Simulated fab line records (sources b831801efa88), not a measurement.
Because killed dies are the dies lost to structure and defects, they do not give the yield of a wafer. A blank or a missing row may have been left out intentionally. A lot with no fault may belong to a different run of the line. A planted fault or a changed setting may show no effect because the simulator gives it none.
Struck lot and sound lot, side by side -- flow sky130 -- 29 steps out of a route of 708
Sound: these wafers, L833.1, L833.3, L833.6. Struck: wafers L827.2, L827.3, L827.4. At the end, the cause is stated.
Per side, at each step with rows, come the tool, then ch with its chambers, and then its first start. Under that, the readings that differ: sound wafers -- struck wafers -- difference of the means -- sigmas: that difference in standard deviations of wafers without a fault.
alike: same words and numbers on both sides, and readings whose means sit less than 2 such deviations apart. not compared: any withheld reading, any reading some wafer has no value for, any bound like >300 that may hide the same value, and any number with overlapping values for which the record gives no deviation.
A row with sigmas, a row that says differs or no value, or rows on one side alone: a step with any of these is where the two part. When numbers do not overlap yet have no deviation, they are printed without sigmas and do not part them. A reading missing from all wafers of one side parts the sides only when that side holds two or more wafers.

first, 9 steps without rows for these wafers: SKY_METAL1_DEVELOP_14 (develop time 60 s); SKY_METAL1_DESCUM_17 (chemistry O2, time 8 s); SKY_METAL1_ETCH_18 (etches BARC in N2/H2, stops on SiO2, time 45.9 s, target depth 60 nm); SKY_METAL1_METAL_ETCH_19 (etches the open film in Cl2/BCl3, stops on SiO2, target depth 360 nm, time 78 s); SKY_METAL1_STRIP_20 (strips in O2/N2); SKY_METAL1_STRIP_21 (strips in post etch residue remover, time 1200 s); SKY_METAL1_CLEAN_22 (cleans in IPA, time 180 s); SKY_METAL1_CLEAN_23 (cleans in O3/DIW); SKY_VIA1_HDPCVD_00 (deposits SiO2, target thk 1030 nm, time 171.7 s).
SKY_VIA1_CMP_02: polishes SiO2.
  sound on cmp-01 ch 0,1,2, day 39 08:50; struck on cmp-01 ch 0,2,3, day 37 05:01
  no value came back on the struck wafers for edge_zone_pressure_frac, head_pressure_psi (psi), motor_current_A (A), slurry_flow_ml_min; on the sound wafers edge_zone_pressure_frac reads 1.009 0.999 1.001
reading,sound,struck,difference,sigmas
model.SiO2_of_VIA1_HDPCVD_00.thk_nm (nm),345.7 344.3 346,1019 1024 1030,+679,
SKY_VIA1_BOW_MEAS_03:
  struck on film_metro-02, day 37 05:20; sound on film_metro-03, day 39 09:02
reading,sound,struck,difference,sigmas
VIA1_BOW (um),83 73 70,108 113 109,+35,+6
then, 9 steps without rows for these wafers: SKY_VIA1_DEHYDRATE_04 (time 60 s); SKY_VIA1_HMDS_05 (prime time 60 s); SKY_VIA1_COAT_06 (resist thk 60 nm); SKY_VIA1_COAT_07 (resist thk 450 nm); SKY_VIA1_SOFTBAKE_08 (time 90 s); SKY_VIA1_EXPOSE_09 (exposes mask VIM, target cd 150 nm); SKY_VIA1_PEB_10; SKY_VIA1_DEVELOP_11 (develop time 60 s); SKY_VIA1_ETCH_14 (etches BARC in N2/H2, stops on SiO2, time 45.9 s, target depth 60 nm).
SKY_VIA1_ETCH_15: etches SiO2 in C4F8/O2/Ar, stops on TiN, target depth 351 nm, time 52.16 s.
  sound on rie_diel-03 ch 0,1, day 40 09:11; struck on rie_diel-03 ch 0,1,2, day 38 06:51
reading,sound,struck,difference,sigmas
oes_product_au (a.u.),0.986 0.998 0.994,1.610 1.617 1.610,+0.620,+83
  not compared: rf_hours_counter_h
then, 6 steps without rows for these wafers: SKY_VIA1_STRIP_16 (strips in O2/N2); SKY_VIA1_STRIP_17 (strips in post etch residue remover, time 1200 s); SKY_VIA1_CLEAN_18 (cleans in IPA, time 180 s); SKY_VIA1_CLEAN_19 (cleans in O3/DIW); SKY_VIA1_SPUTTER_20 (material TiN, target thk 20 nm, time 80 s); SKY_VIA1_CVD_21 (deposits W, target thk 270 nm, time 80.902 s).
SKY_VIA1_CMP_24: polishes, stops on SiO2, t overpolish 15 s, target thk 0 nm.
  sound on cmp-02 ch 0,1, day 40 10:13; struck on cmp-02 ch 1,2,3, day 38 07:49
reading,sound,struck,difference,sigmas
model.SiO2_of_VIA1_HDPCVD_00.thk_nm (nm),342.5 341.1 342.8,1016 1020 1027,+679,
  alike: edge_zone_pressure_frac, head_pressure_psi, motor_current_A, slurry_flow_ml_min
-- the record jumps here: 11 days lie between the struck wafers' starts before and after (it left off in module VIA1 and takes up again in module PAD_OPEN, whose first step shown is number 708 of the route) --
SKY_PAD_OPEN_PROBE_99:
  only the struck wafers here have rows in the record (prober-02, day 49 01:07); the sound ones have none

== WHERE THEY PART ==
Last at SKY_PAD_OPEN_PROBE_99 as far as this record goes, first at SKY_VIA1_CMP_02.

WHY: the cause the simulator had injected
Entire step skipped (cmp-01, SKY_VIA1_CMP_02), from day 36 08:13 onward. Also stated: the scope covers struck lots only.
